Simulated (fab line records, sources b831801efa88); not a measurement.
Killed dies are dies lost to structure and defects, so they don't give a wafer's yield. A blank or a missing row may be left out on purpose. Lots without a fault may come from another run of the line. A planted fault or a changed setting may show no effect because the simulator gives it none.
Problem report in the 8D (eight disciplines) form, filled by code | flow gf180mcu | the parts of the form that need people (team, actions taken, sign-off) are left out

1. THE PROBLEM
STI_OXIDATION_02_THK at GF_STI_THK_MEAS_30 reads a mean of 7.32 nm on 6 wafers of 2 lots; wafers without a fault read 10.03 nm with a standard deviation of 0.16. That is -17 standard deviations from the usual mean.
First seen on wafer L149.1, day 4 15:07, on film_metro-01. The record holds 30 wafers of 10 lots with a number at this step. Rule for "out", or "out of limits": more than 4 standard deviations from the usual mean. The other wafers with a number count as sound.

2. WHAT IT IS AND WHAT IT IS NOT
question                    | is                           | is not
which readings at this step | STI_OXIDATION_02_THK         | -
which lots                  | L149, L150                   | L138, L139, L140, L141, L145, L156, L160, L161
which wafers of those lots  | all that have a number       | -
read on which gauges        | film_metro-01, film_metro-04 | film_metro-03
when                        | from day 4 15:07             | up to then (15 sound wafers); but 9 sound wafers of L156, L160, L161 came after

3. SUSPECTS, AND WHAT RULES EACH OUT
Counting: a tool at a process step up to the reading stays a suspect if it ran every lot that is out and no sound lot after the first of them.
- the gauge at GF_STI_THK_MEAS_30: ruled out. The wafers that are out were read on 2 gauges (film_metro-01, film_metro-04).
- furnace-02 at GF_STI_OXIDATION_29 (stabilise 600 s, purge 300 s, target thk 10 nm): kept. It ran every lot that is out, first L149 (day 4 13:43), and no sound lot after that; its last sound lot up to then is L141 (day 2 21:06).
Left after counting: furnace-02 at GF_STI_OXIDATION_29.

4. THE CAUSE (what the simulator had put in)
Process parameter drift: furnace-02, from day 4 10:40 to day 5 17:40, at GF_STI_OXIDATION_29. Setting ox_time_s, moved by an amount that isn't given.
Counting left only this tool.

5. THE CHAIN OF EFFECTS, in route order
Each row: a reading whose mean over the struck wafers that have a number lies more than 3 standard deviations from the usual. Only readings for which the record gives a usual standard deviation are gone through. hours: the time from each lot's start at the first step in this table that gives one to its start at this step, as a median over the lots. sigmas: the change in usual standard deviations.
hours | step               | reading              | usual    | on struck wafers | change | sigmas
0     | GF_STI_THK_MEAS_30 | STI_OXIDATION_02_THK | 10.03 nm | 7.32             | -2.71  | -17
Later measuring or inspecting steps at which every struck wafer that the step has a row for has a number for every such reading, and none has moved that far: GF_PSD_OVL_MEAS_08, GF_V3_OVL_MEAS_15.

6. WHAT WOULD HAVE CAUGHT IT SOONER
In this record the first reading out of limits at a measuring or inspecting step was taken at day 4 15:07, 4 hours after the fault began at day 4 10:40.
Of the tool readings at GF_STI_OXIDATION_29 for which the record gives a usual standard deviation, none was out on any struck wafer, so an alarm limit of 4 standard deviations on them would not have fired.
Of the lots that are out (2), L150 began GF_STI_OXIDATION_29 on furnace-02 after day 4 15:07. A hold on the tool at that time would have spared it.
